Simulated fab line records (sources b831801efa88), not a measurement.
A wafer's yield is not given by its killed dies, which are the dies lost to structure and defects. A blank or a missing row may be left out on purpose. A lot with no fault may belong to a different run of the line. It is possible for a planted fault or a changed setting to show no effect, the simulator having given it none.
fab line records	flow sky130
[record] lots = 24	wafers = 72	lastDay = 50
route steps=708 shown VIA1@461 VIA2@531 VIA3@575 CAP2M@605 METAL4@633
lots untouched by any fault: they come from a run of this same line in which no faults occurred
startH: hours from the record's opening day to when the first of the lot's shown wafers began	waitH: hours elapsed since this lot's preceding step	" unchanged from the row above	L1.1+2: a single row standing in for several wafers	- either no value or no given start	* or withheld: withheld	< > ~ a bound
route shown NAME@n: names a module that has steps shown in the file, with the first one's number in the route	usual: mean/standard deviation of fault-free wafers	same: alike in all rows	chamber/n: place in a boat	sites: per-site readings	_std_site: the standard deviation of these	_edge_site: inner sites' mean taken away from outer sites' mean	radiusMm: how far each site lies from the wafer's centre	mask NAME#n: copy n	behind: the last tool/chamber to shape the wafer	hold: why the lot was held/for how many hours/how that ended	device: names the non-switching transistor (n, p or np)	end of line: tests run on the same wafers once the route is complete	a step without rows: its recipe alone	killed: count of dies lost to structure and defects at first sort (not the wafer's yield)	map: the dies of a wafer, with x for killed, . for not killed, _ for no die there
set.NAME: the setting the step ran with; set.NAME@STEP: the setting that earlier step ran with	model.NAME: the simulator's own value behind a step, which no gauge read
route steps across a sampled set of lots; one table per step, one row per wafer
services: when a tool's chamber went out of use (startH, in hours from the record's first day, below 0 if earlier), for how many hours, and the reason
[[steps]]
[step SKY_VIA1_BOW_MEAS_03]
[recipe] mode = bow
[usual] VIA1_BOW = 80/6.5
lot.wafer	tool	chamber	startH	waitH	VIA1_BOW[um]
L074.3	filmMetro-03	-	760.59	0.2	83
L074.4	"	-	"	"	86
L074.6	"	-	"	"	85
L075.2	filmMetro-04	-	773.05	0.3	74
L075.4	"	-	"	"	82
L075.5	"	-	"	"	87
L076.3	filmMetro-02	-	780.76	0.3	78
L076.5	"	-	"	"	73
L076.6	"	-	"	"	74
L077.1	filmMetro-04	-	785.41	0.2	86
L077.4	"	-	"	"	97
L077.6	"	-	"	"	78
L078.1	filmMetro-04	-	802.26	0.2	82
L078.3	"	-	"	"	76
L078.4	"	-	"	"	86
L079.1	filmMetro-04	-	808.01	0.2	85
L079.5	"	-	"	"	73
L079.6	"	-	"	"	72
L080.2	filmMetro-04	-	810.95	0.1	85
L080.3	"	-	"	"	88
L080.5	"	-	"	"	77
L081.2	filmMetro-04	-	824.35	0.2	83
L081.4	"	-	"	"	75
L081.5	"	-	"	"	82
L082.3	filmMetro-02	-	826.32	0.1	64
L082.4	"	-	"	"	70
L082.6	"	-	"	"	66
L083.3	filmMetro-03	-	831.29	0.2	74
L083.5	"	-	"	"	82
L083.6	"	-	"	"	77
L084.2	filmMetro-02	-	849.56	0.3	76
L084.3	"	-	"	"	78
L084.6	"	-	"	"	76
L085.1	filmMetro-04	-	850.35	0.2	85
L085.5	"	-	"	"	75
L085.6	"	-	"	"	75
L086.1	filmMetro-03	-	859.53	0.1	80
L086.4	"	-	"	"	74
L086.5	"	-	"	"	78
L087.2	filmMetro-03	-	864.48	0.2	81
L087.3	"	-	"	"	83
L087.6	"	-	"	"	80
L088.3	filmMetro-02	-	866.60	0.1	74
L088.5	"	-	"	"	75
L088.6	"	-	"	"	75
L089.3	filmMetro-03	-	877.34	0.2	88
L089.5	"	-	"	"	77
L089.6	"	-	"	"	94
L090.1	filmMetro-02	-	885.79	0.1	82
L090.4	"	-	"	"	86
L090.5	"	-	"	"	81
L091.1	filmMetro-02	-	900.96	0.2	85
L091.2	"	-	"	"	71
L091.4	"	-	"	"	86
L092.2	filmMetro-04	-	910.20	0.2	85
L092.4	"	-	"	"	76
L092.6	"	-	"	"	85
L093.1	filmMetro-02	-	912.32	0.2	80
L093.2	"	-	"	"	76
L093.6	"	-	"	"	74
L094.1	filmMetro-03	-	915.85	0.2	85
L094.3	"	-	"	"	76
L094.6	"	-	"	"	85
L095.1	filmMetro-02	-	916.54	0.1	84
L095.4	"	-	"	"	90
L095.6	"	-	"	"	76
L096.1	filmMetro-03	-	920.35	0.1	84
L096.2	"	-	"	"	86
L096.3	"	-	"	"	82
L097.2	filmMetro-04	-	926.66	0.2	88
L097.5	"	-	"	"	64
L097.6	"	-	"	"	81
[step SKY_VIA2_CMP_24]
[recipe] stopOn = SiO2	tOverpolishS = 20	downForcePsi = 3.5	platenRpm = 60	targetThkNm = 0	padVelocityMS = 0.94248
[usual] motorCurrentA = 10.5/1.5	overpolishRunS = 20.001/0.0094	platenRpm = 60.00/0.047	timeToEndpointS = 101/4.3
lot.wafer	tool	chamber	startH	waitH	motorCurrentA	overpolishRunS	platenRpm	timeToEndpointS
L074.4	cmp-02	3	842.76	0.1	10.6	20.004	60.07	99
L074.3	"	0	"	"	8.3	20.003	60.02	100
L074.6	"	3	"	"	10.0	20.007	60.06	92
L075.2	cmp-02	3	855.44	0.0	10.3	20.008	60.03	103
L075.4	"	0	"	"	8.1	19.987	59.99	102
L075.5	"	3	"	"	11.0	20.012	60.07	106
L076.3	cmp-01	2	863.03	0.0	11.8	19.988	60.02	103
L076.6	"	2	"	"	12.4	20.004	59.96	106
L076.5	"	3	"	"	9.6	19.991	60.01	102
L077.1	cmp-01	2	868.06	0.1	12.3	19.999	60.07	99
L077.4	"	3	"	"	9.7	20.010	60.01	105
L077.6	"	1	"	"	11.2	20.011	60.01	103
L078.3	cmp-01	1	885.92	0.0	11.2	19.999	59.94	99
L078.4	"	2	"	"	12.1	20.025	60.08	98
L078.1	"	0	"	"	9.1	19.998	60.06	100
L079.1	cmp-02	3	889.94	0.2	10.6	19.999	60.04	96
L079.6	"	1	"	"	10.7	20.001	60.05	99
L079.5	"	2	"	"	11.6	19.999	60.07	98
L080.2	cmp-02	1	893.83	0.1	11.0	19.999	59.98	91
L080.3	"	2	"	"	12.6	19.992	59.98	92
L080.5	"	0	"	"	8.2	20.000	60.03	92
L081.2	cmp-02	2	905.77	0.1	12.1	19.989	59.93	98
L081.4	"	3	"	"	10.9	19.998	60.01	99
L081.5	"	1	"	"	11.3	20.005	60.03	103
L082.4	cmp-02	3	907.73	0.3	10.4	19.998	60.02	105
L082.3	"	0	"	"	8.2	20.001	59.99	109
L082.6	"	2	"	"	12.6	20.001	59.95	101
L083.3	cmp-02	1	913.46	0.2	10.7	20.005	60.01	101
L083.6	"	2	"	"	11.6	20.011	59.95	100
L083.5	"	3	"	"	10.3	20.014	59.99	99
L084.2	cmp-01	0	929.45	0.0	9.1	19.999	60.03	107
L084.3	"	2	"	"	12.4	20.000	59.94	106
L084.6	"	1	"	"	10.0	20.001	60.05	105
L085.1	cmp-02	0	930.22	0.1	8.3	19.979	59.99	110
L085.6	"	0	"	"	8.1	19.994	60.01	109
L085.5	"	1	"	"	10.9	20.006	59.93	110
L086.1	cmp-02	3	939.52	0.1	11.0	19.996	59.99	105
L086.4	"	0	"	"	7.9	19.976	60.02	104
L086.5	"	0	"	"	8.4	20.012	60.05	104
L087.2	cmp-02	2	942.96	0.2	12.9	20.006	59.90	99
L087.3	"	3	"	"	10.6	20.005	59.94	102
L087.6	"	1	"	"	10.8	20.003	59.98	109
L088.3	cmp-01	3	946.95	0.0	9.6	20.007	60.03	108
L088.5	"	3	"	"	10.1	19.995	59.97	103
L088.6	"	0	"	"	8.8	20.003	59.93	106
L089.3	cmp-02	1	954.85	0.0	10.9	19.992	59.94	100
L089.5	"	1	"	"	11.1	20.012	59.94	100
L089.6	"	2	"	"	12.3	20.004	59.96	98
L090.1	cmp-01	0	965.29	0.1	8.4	20.008	60.02	101
L090.4	"	2	"	"	12.0	20.017	60.00	101
L090.5	"	0	"	"	8.7	20.003	59.96	101
L091.4	cmp-01	0	978.62	0.0	8.6	19.999	59.97	104
L091.1	"	2	"	"	11.5	20.003	59.96	104
L091.2	"	3	"	"	9.9	19.997	60.08	104
L092.2	cmp-02	0	987.87	0.1	8.2	20.011	59.95	104
L092.4	"	2	"	"	12.5	20.009	60.04	98
L092.6	"	3	"	"	10.4	20.006	60.03	101
L093.1	cmp-01	2	990.70	0.1	12.3	19.999	60.01	100
L093.2	"	0	"	"	8.8	19.989	60.00	95
L093.6	"	2	"	"	12.7	20.016	60.02	102
L094.3	cmp-02	3	992.70	0.1	10.6	19.996	60.02	97
L094.1	"	0	"	"	8.5	20.010	60.00	97
L094.6	"	1	"	"	11.0	20.002	59.99	97
L095.1	cmp-01	3	993.31	0.1	9.6	19.992	60.04	101
L095.4	"	1	"	"	10.7	19.987	59.97	99
L095.6	"	3	"	"	9.1	20.006	60.05	101
L096.2	cmp-02	1	999.02	0.0	10.6	19.981	59.95	109
L096.1	"	2	"	"	13.2	20.007	59.94	104
L096.3	"	3	"	"	10.1	19.986	59.95	108
L097.2	cmp-01	3	1002.92	0.2	9.4	19.994	60.05	96
L097.5	"	0	"	"	8.6	20.007	60.00	96
L097.6	"	1	"	"	11.3	20.011	59.98	99
[step SKY_VIA3_CMP_02]
[recipe] material = SiO2	downForcePsi = 4	platenRpm = 60	padVelocityMS = 0.94248
[usual] motorCurrentA = 11.3/1.6	platenRpm = 60.00/0.046
lot.wafer	tool	chamber	startH	waitH	motorCurrentA	platenRpm
L074.3	cmp-02	0	897.21	0.1	8.8	60.07
L074.4	"	1	"	"	11.1	59.96
L074.6	"	3	"	"	11.1	60.02
L075.2	cmp-02	1	909.50	0.0	11.5	60.07
L075.4	"	0	"	"	8.9	60.06
L075.5	"	2	"	"	14.1	60.08
L076.3	cmp-02	1	916.03	0.1	11.5	60.05
L076.6	"	3	"	"	11.4	59.98
L076.5	"	0	"	"	8.8	59.99
L077.1	cmp-01	3	921.05	0.1	9.9	60.01
L077.4	"	1	"	"	11.5	59.96
L077.6	"	2	"	"	12.6	59.92
L078.1	cmp-02	3	937.63	0.1	10.7	60.00
L078.4	"	1	"	"	11.3	60.07
L078.3	"	2	"	"	13.7	60.04
L079.1	cmp-01	1	942.02	0.2	11.7	59.93
L079.5	"	2	"	"	13.4	59.95
L079.6	"	3	"	"	10.3	60.02
L080.3	cmp-02	1	945.51	0.1	11.8	60.06
L080.2	"	2	"	"	13.1	60.03
L080.5	"	3	"	"	12.1	59.98
L081.4	cmp-01	3	957.75	0.0	10.9	59.96
L081.2	"	1	"	"	11.7	60.10
L081.5	"	3	"	"	10.5	59.98
L082.4	cmp-02	0	959.02	0.1	8.9	59.97
L082.3	"	1	"	"	11.9	59.93
L082.6	"	0	"	"	8.6	59.96
L083.3	cmp-02	3	963.83	0.2	11.1	60.00
L083.5	"	0	"	"	8.6	60.02
L083.6	"	1	"	"	12.8	60.08
L084.2	cmp-02	1	978.64	0.1	11.6	59.95
L084.3	"	2	"	"	13.2	59.95
L084.6	"	1	"	"	11.5	60.05
L085.1	cmp-01	3	981.43	0.1	10.2	60.02
L085.5	"	1	"	"	12.0	60.04
L085.6	"	2	"	"	13.4	59.97
L086.1	cmp-02	0	990.46	0.1	9.5	59.97
L086.4	"	2	"	"	12.8	59.98
L086.5	"	0	"	"	8.9	60.00
L087.3	cmp-01	2	994.12	0.1	13.5	59.97
L087.2	"	0	"	"	9.4	59.94
L087.6	"	3	"	"	10.4	60.03
L088.3	cmp-02	0	996.95	0.0	9.2	59.99
L088.5	"	0	"	"	9.4	59.95
L088.6	"	1	"	"	12.0	60.08
L089.3	cmp-01	2	1004.73	0.1	12.8	60.00
L089.6	"	1	"	"	11.5	59.95
L089.5	"	2	"	"	13.6	60.04
L090.1	cmp-02	1	1015.31	0.1	11.9	60.01
L090.4	"	2	"	"	13.1	59.90
L090.5	"	1	"	"	11.8	60.00
L091.1	cmp-01	2	1027.87	0.1	13.2	60.06
L091.2	"	3	"	"	10.4	59.97
L091.4	"	0	"	"	9.3	60.03
L092.4	cmp-01	3	1036.43	0.1	9.8	59.97
L092.2	"	1	"	"	11.8	60.08
L092.6	"	0	"	"	9.3	60.01
L093.1	cmp-02	3	1039.43	0.1	11.5	60.07
L093.2	"	2	"	"	13.6	60.03
L093.6	"	0	"	"	9.4	59.94
L094.1	cmp-01	1	1042.04	0.1	11.8	59.98
L094.3	"	3	"	"	10.8	59.97
L094.6	"	0	"	"	9.6	60.04
L095.1	cmp-02	1	1042.97	0.1	12.2	59.97
L095.4	"	2	"	"	12.2	59.99
L095.6	"	3	"	"	11.4	60.03
L096.3	cmp-02	2	1047.42	0.8	14.4	60.03
L096.1	"	3	"	"	11.5	59.96
L096.2	"	0	"	"	9.2	60.00
L097.2	cmp-02	2	1050.11	0.0	13.6	59.99
L097.5	"	2	"	"	13.5	60.00
L097.6	"	3	"	"	11.5	59.94
[step SKY_VIA3_CVD_21]
[recipe] material = W	targetThkNm = 390	timeS = 117.31	tempC = 400	pressureTorr = 40
[usual] heaterPowerW = 859/73
lot.wafer	tool	chamber	startH	waitH	heaterPowerW
L074.3	cvdW-01	0	923.25	0.1	756
L074.4	"	1	"	"	900
L074.6	"	1	"	"	878
L075.2	cvdW-01	0	935.70	0.1	767
L075.4	"	0	"	"	767
L075.5	"	0	"	"	763
L076.3	cvdW-02	0	941.24	0.1	958
L076.5	"	0	"	"	922
L076.6	"	1	"	"	817
L077.1	cvdW-01	1	947.03	0.0	864
L077.4	"	0	"	"	740
L077.6	"	0	"	"	759
L078.1	cvdW-01	0	962.55	0.0	770
L078.3	"	1	"	"	890
L078.4	"	0	"	"	758
L079.1	cvdW-01	0	966.92	0.0	758
L079.5	"	0	"	"	757
L079.6	"	1	"	"	875
L080.2	cvdW-02	1	970.52	0.0	828
L080.3	"	1	"	"	833
L080.5	"	0	"	"	960
L081.2	cvdW-01	0	982.66	0.0	769
L081.4	"	1	"	"	873
L081.5	"	0	"	"	746
L082.3	cvdW-01	1	984.35	0.1	897
L082.4	"	0	"	"	773
L082.6	"	0	"	"	749
L083.3	cvdW-02	1	989.71	0.1	852
L083.5	"	1	"	"	834
L083.6	"	0	"	"	937
L084.2	cvdW-01	1	1003.14	0.0	893
L084.3	"	1	"	"	913
L084.6	"	0	"	"	771
L085.1	cvdW-02	0	1005.70	0.0	963
L085.5	"	1	"	"	822
L085.6	"	0	"	"	939
L086.1	cvdW-02	0	1015.36	0.0	968
L086.4	"	0	"	"	975
L086.5	"	0	"	"	946
L087.2	cvdW-02	0	1018.28	0.0	948
L087.3	"	1	"	"	863
L087.6	"	1	"	"	834
L088.3	cvdW-02	1	1021.65	0.1	830
L088.5	"	1	"	"	841
L088.6	"	0	"	"	953
L089.3	cvdW-01	0	1029.57	0.1	770
L089.5	"	0	"	"	777
L089.6	"	1	"	"	901
L090.1	cvdW-02	0	1039.86	0.0	966
L090.4	"	0	"	"	957
L090.5	"	0	"	"	953
L091.1	cvdW-01	0	1051.47	0.0	748
L091.2	"	1	"	"	884
L091.4	"	0	"	"	764
L092.2	cvdW-01	1	1059.36	0.0	894
L092.4	"	0	"	"	764
L092.6	"	0	"	"	757
L093.1	cvdW-02	0	1062.39	0.0	959
L093.2	"	1	"	"	848
L093.6	"	0	"	"	969
L094.1	cvdW-02	0	1064.82	0.0	925
L094.3	"	0	"	"	971
L094.6	"	1	"	"	839
L095.1	cvdW-02	1	1065.80	0.0	826
L095.4	"	1	"	"	834
L095.6	"	0	"	"	948
L096.1	cvdW-01	1	1070.06	0.0	900
L096.2	"	0	"	"	766
L096.3	"	1	"	"	889
L097.2	cvdW-02	1	1072.81	0.0	841
L097.5	"	0	"	"	954
L097.6	"	1	"	"	858
[step SKY_CAP2M_SPUTTER_02]
[recipe] material = TiN	targetThkNm = 200	tempC = 300	powerW = 6500	timeS = 166.7	chamberPressurePa = 0.4
[usual] substrateTempC = 299.99/0.2	throttleValvePct = 30.3/1.2
lot.wafer	tool	chamber	startH	waitH	substrateTempC	throttleValvePct
L074.3	pvdSputter-02	-	924.05	0.0	300.18	32.7
L074.4	"	-	"	"	300.21	31.7
L074.6	"	-	"	"	300.26	29.5
L075.2	pvdSputter-01	-	936.62	0.0	300.09	30.5
L075.4	"	-	"	"	299.76	31.9
L075.5	"	-	"	"	300.24	30.3
L076.3	pvdSputter-01	-	942.04	0.0	299.75	30.2
L076.5	"	-	"	"	300.09	30.2
L076.6	"	-	"	"	299.72	30.3
L077.1	pvdSputter-01	-	947.92	0.1	300.22	29.1
L077.4	"	-	"	"	300.32	30.5
L077.6	"	-	"	"	299.89	30.3
L078.1	pvdSputter-02	-	963.39	0.1	300.19	31.5
L078.3	"	-	"	"	299.77	30.6
L078.4	"	-	"	"	299.86	29.4
L079.1	pvdSputter-04	-	967.76	0.1	300.06	28.3
L079.5	"	-	"	"	300.35	28.3
L079.6	"	-	"	"	299.96	29.5
L080.2	pvdSputter-04	-	971.36	0.0	299.64	28.6
L080.3	"	-	"	"	299.66	29.9
L080.5	"	-	"	"	299.97	29.5
L081.2	pvdSputter-04	-	983.51	0.0	300.35	28.5
L081.4	"	-	"	"	299.84	28.3
L081.5	"	-	"	"	300.20	28.6
L082.3	pvdSputter-02	-	985.15	0.0	300.11	29.6
L082.4	"	-	"	"	300.14	30.6
L082.6	"	-	"	"	300.08	31.5
L083.3	pvdSputter-02	-	990.51	0.0	299.94	30.7
L083.5	"	-	"	"	299.82	31.6
L083.6	"	-	"	"	300.17	29.6
L084.2	pvdSputter-02	-	1003.98	0.0	299.60	30.3
L084.3	"	-	"	"	300.05	32.6
L084.6	"	-	"	"	299.76	30.5
L085.1	pvdSputter-04	-	1006.54	0.1	299.75	28.3
L085.5	"	-	"	"	300.17	29.9
L085.6	"	-	"	"	299.99	28.6
L086.1	pvdSputter-02	-	1016.20	0.1	299.91	30.9
L086.4	"	-	"	"	300.27	29.4
L086.5	"	-	"	"	300.04	30.6
L087.2	pvdSputter-04	-	1019.12	0.0	299.92	28.5
L087.3	"	-	"	"	300.30	30.0
L087.6	"	-	"	"	299.94	28.4
L088.3	pvdSputter-02	-	1022.45	0.0	299.67	31.7
L088.5	"	-	"	"	299.77	29.3
L088.6	"	-	"	"	299.88	31.7
L089.3	pvdSputter-02	-	1030.37	0.0	300.30	30.7
L089.5	"	-	"	"	299.89	29.4
L089.6	"	-	"	"	300.08	30.3
L090.1	pvdSputter-02	-	1040.70	0.1	300.21	30.6
L090.4	"	-	"	"	299.77	32.8
L090.5	"	-	"	"	299.88	32.7
L091.1	pvdSputter-04	-	1052.31	0.1	299.87	29.9
L091.2	"	-	"	"	300.00	29.4
L091.4	"	-	"	"	300.00	28.4
L092.2	pvdSputter-02	-	1060.36	0.0	300.00	29.3
L092.4	"	-	"	"	300.03	31.4
L092.6	"	-	"	"	300.17	32.6
L093.1	pvdSputter-02	-	1063.52	0.1	300.17	29.4
L093.2	"	-	"	"	300.25	32.9
L093.6	"	-	"	"	300.15	30.7
L094.1	pvdSputter-02	-	1065.66	0.1	299.68	30.6
L094.3	"	-	"	"	299.45	31.6
L094.6	"	-	"	"	300.06	29.3
L095.1	pvdSputter-01	-	1067.46	0.1	300.25	29.3
L095.4	"	-	"	"	299.97	30.3
L095.6	"	-	"	"	300.07	30.4
L096.1	pvdSputter-01	-	1070.91	0.1	300.24	30.1
L096.2	"	-	"	"	299.87	29.1
L096.3	"	-	"	"	300.29	30.5
L097.2	pvdSputter-01	-	1073.65	0.0	300.15	30.5
L097.5	"	-	"	"	299.68	30.4
L097.6	"	-	"	"	299.95	30.3
[step SKY_METAL4_ETCH_17]
[recipe] target = SiO2	stopOn = TiN	chemistry = C4F8/O2/Ar	sourceW = 1500	biasW = 1200	pressureMtorr = 40	c4f8FlowSccm = withheld	O2_flow_sccm = 6	Ar_flow_sccm = 300	timeS = 3.9	targetDepthA = 150
[usual] oesProductAu = 0.754/0.0067
lot.wafer	tool	chamber	startH	waitH	oesProductAu	rfHoursCounterH
L074.3	rieDiel-02	1	973.44	0.0	0.761	18
L074.4	"	2	"	"	0.757	12
L074.6	"	1	"	"	0.757	-
L075.2	rieDiel-02	2	986.09	0.1	0.748	12
L075.4	"	1	"	"	0.764	18
L075.5	"	0	"	"	0.761	-
L076.3	rieDiel-01	0	990.69	0.0	0.756	13
L076.5	"	0	"	"	0.771	-
L076.6	"	1	"	"	0.759	-
L077.1	rieDiel-01	0	997.73	0.1	0.743	13
L077.4	"	0	"	"	0.753	-
L077.6	"	2	"	"	0.751	-
L078.1	rieDiel-02	3	1012.48	0.1	0.748	28
L078.3	"	2	"	"	0.754	13
L078.4	"	1	"	"	0.762	-
L079.1	rieDiel-02	2	1016.63	0.1	0.752	13
L079.5	"	3	"	"	0.764	-
L079.6	"	1	"	"	0.749	-
L080.2	rieDiel-03	3	1020.08	0.1	0.755	10
L080.3	"	1	"	"	0.741	20
L080.5	"	0	"	"	0.757	-
L081.2	rieDiel-03	1	1030.64	0.1	0.745	21
L081.4	"	3	"	"	0.759	11
L081.5	"	3	"	"	0.754	-
L082.3	rieDiel-01	0	1032.08	0.0	0.752	14
L082.4	"	3	"	"	0.758	1
L082.6	"	0	"	"	0.749	-
L083.3	rieDiel-03	0	1038.13	0.0	0.750	16
L083.5	"	2	"	"	0.757	-
L083.6	"	3	"	"	0.742	-
L084.2	rieDiel-03	3	1050.38	0.1	0.741	11
L084.3	"	1	"	"	0.741	21
L084.6	"	2	"	"	0.754	-
L085.1	rieDiel-01	0	1052.73	0.1	0.757	15
L085.5	"	1	"	"	0.761	-
L085.6	"	2	"	"	0.753	-
L086.1	rieDiel-01	0	1062.43	0.1	0.753	15
L086.4	"	2	"	"	0.753	16
L086.5	"	2	"	"	0.759	-
L087.2	rieDiel-02	3	1064.63	0.1	0.743	29
L087.3	"	1	"	"	0.759	21
L087.6	"	2	"	"	0.757	-
L088.3	rieDiel-02	1	1067.03	0.0	0.751	21
L088.5	"	2	"	"	0.754	-
L088.6	"	3	"	"	0.763	-
L089.3	rieDiel-02	3	1074.14	0.0	0.747	30
L089.5	"	1	"	"	0.750	-
L089.6	"	0	"	"	0.764	-
L090.1	rieDiel-02	3	1084.04	0.1	0.750	30
L090.4	"	2	"	"	0.757	15
L090.5	"	0	"	"	0.748	-
L091.1	rieDiel-03	2	1094.19	0.1	0.753	8
L091.2	"	0	"	"	0.747	18
L091.4	"	3	"	"	0.770	13
L092.2	rieDiel-01	2	1102.33	0.1	0.753	18
L092.4	"	0	"	"	0.759	17
L092.6	"	1	"	"	0.759	-
L093.1	rieDiel-02	0	1105.73	0.1	0.755	14
L093.2	"	1	"	"	0.748	22
L093.6	"	1	"	"	0.762	-
L094.1	rieDiel-01	1	1107.89	0.1	0.752	21
L094.3	"	0	"	"	0.749	17
L094.6	"	1	"	"	0.763	-
L095.1	rieDiel-03	2	1109.04	0.1	0.749	8
L095.4	"	3	"	"	0.759	13
L095.6	"	0	"	"	0.755	-
L096.1	rieDiel-02	0	1112.33	0.1	0.745	14
L096.2	"	1	"	"	0.745	22
L096.3	"	2	"	"	0.755	17
L097.2	rieDiel-02	0	1115.44	0.1	0.747	14
L097.5	"	1	"	"	0.763	-
L097.6	"	2	"	"	0.743	-
[[services]]
tool	chamber	startH	hours	kind
cmp-02	-	820.30	1.1	repair
cmp-01	-	825.64	0.5	repair
cmp-02	-	829.77	7.2	repair
cvdW-01	1	831.93	11.4	repair
cvdW-01	0	836.09	4.9	repair
cvdW-02	-	852.52	1.0	repair
cmp-02	-	866.59	2.9	repair
pvdSputter-02	-	894.16	0.6	repair
cmp-01	-	895.45	2.0	repair
cmp-01	-	902.48	10.3	repair
cvdW-01	-	904.00	14.0	pm
cvdW-02	-	904.36	0.5	repair
cmp-01	-	912.76	4.0	pm
cvdW-02	-	913.19	1.1	repair
cmp-01	-	916.08	2.1	repair
cvdW-01	1	935.53	6.0	repair
cmp-01	-	1003.81	0.4	repair
cmp-01	-	1014.85	0.9	repair
cmp-02	-	1023.99	4.0	repair
cmp-01	-	1043.47	24.3	repair
cmp-02	-	1072.67	3.4	repair
cmp-02	-	1093.81	4.0	pm
cmp-02	-	1108.20	3.8	repair
cmp-02	-	1112.01	7.0	pm
[[key]]
fault none
